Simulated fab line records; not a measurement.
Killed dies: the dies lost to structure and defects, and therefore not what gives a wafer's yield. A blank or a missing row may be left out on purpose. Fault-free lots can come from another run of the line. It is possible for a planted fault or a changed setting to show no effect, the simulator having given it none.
Which tool is to blame? :: flow sfq line :: 14 lots (42 wafers sampled), 1 step of a 325-step route

## WHAT THE GAUGES SHOWED, per wafer
SFQ_I4_OVL_MEAS_928. Usual: I4_OVL gives 1 nm (standard deviation 6.1).
lot: L748
measured: day 44 03:17
on: overlay-02
I4_OVL (nm): 6 8 3
flag: 

lot: L749
measured: day 44 14:05
on: overlay-01
I4_OVL (nm): -2 -4 0
flag: 

lot: L750
measured: day 47 07:34
on: overlay-01
I4_OVL (nm): 2 -2 -7
flag: 

lot: L752
measured: day 47 15:59
on: overlay-01
I4_OVL (nm): 7 2 6
flag: 

lot: L753
measured: day 47 20:46
on: overlay-01
I4_OVL (nm): 9 1 4
flag: 

lot: L754
measured: day 50 03:58
on: overlay-01
I4_OVL (nm): 6 5 0
flag: 

lot: L756
measured: day 50 09:17
on: overlay-01
I4_OVL (nm): -8 2 -1
flag: 

lot: L757
measured: day 50 10:29
on: overlay-01
I4_OVL (nm): -5 -2 -5
flag: 

lot: L759
measured: day 50 16:23
on: overlay-02
I4_OVL (nm): 0 1 3
flag: 

lot: L761
measured: day 50 18:47
on: overlay-02
I4_OVL (nm): -6 3 -1
flag: 

lot: L762
measured: day 50 21:11
on: overlay-02
I4_OVL (nm): -6 -12 -5
flag: 

lot: L763
measured: day 50 23:35
on: overlay-02
I4_OVL (nm): 10 14 14
flag: 

lot: L765
measured: day 51 03:11
on: overlay-01
I4_OVL (nm): 2 3 3
flag: 

lot: L770
measured: day 51 11:35
on: overlay-02
I4_OVL (nm): -10 -10 -13
flag: 

## EACH LOT AND THE TOOL THAT RAN IT (in order: tool; ch and the chambers of the sampled wafers; start)
The record holds no process step before these readings.

## WHAT THE TOOLS THEMSELVES READ (means of the sampled wafers that have a number; where no wafer has one, the mark that the record gives instead)
The record holds no such reading with a usual standard deviation.

## THE ANSWER, worked out from the rows above alone
Rule: a lot is off if the mean of its wafers that have a number lies more than 3 standard deviations from the usual mean. A lot without any number at a reading at which 4 lots or more have one is off too. All remaining lots with rows at the step are treated as sound. First the gauges in route order, then the tools' own readings, where a lot's mean is used as printed above. At the first step where some lot is off, the reading lying furthest off is the one used; lots without a number count as furthest.
None of the lots is off at any reading shown; this tells nothing.

## WHAT THE SIMULATOR PUT IN
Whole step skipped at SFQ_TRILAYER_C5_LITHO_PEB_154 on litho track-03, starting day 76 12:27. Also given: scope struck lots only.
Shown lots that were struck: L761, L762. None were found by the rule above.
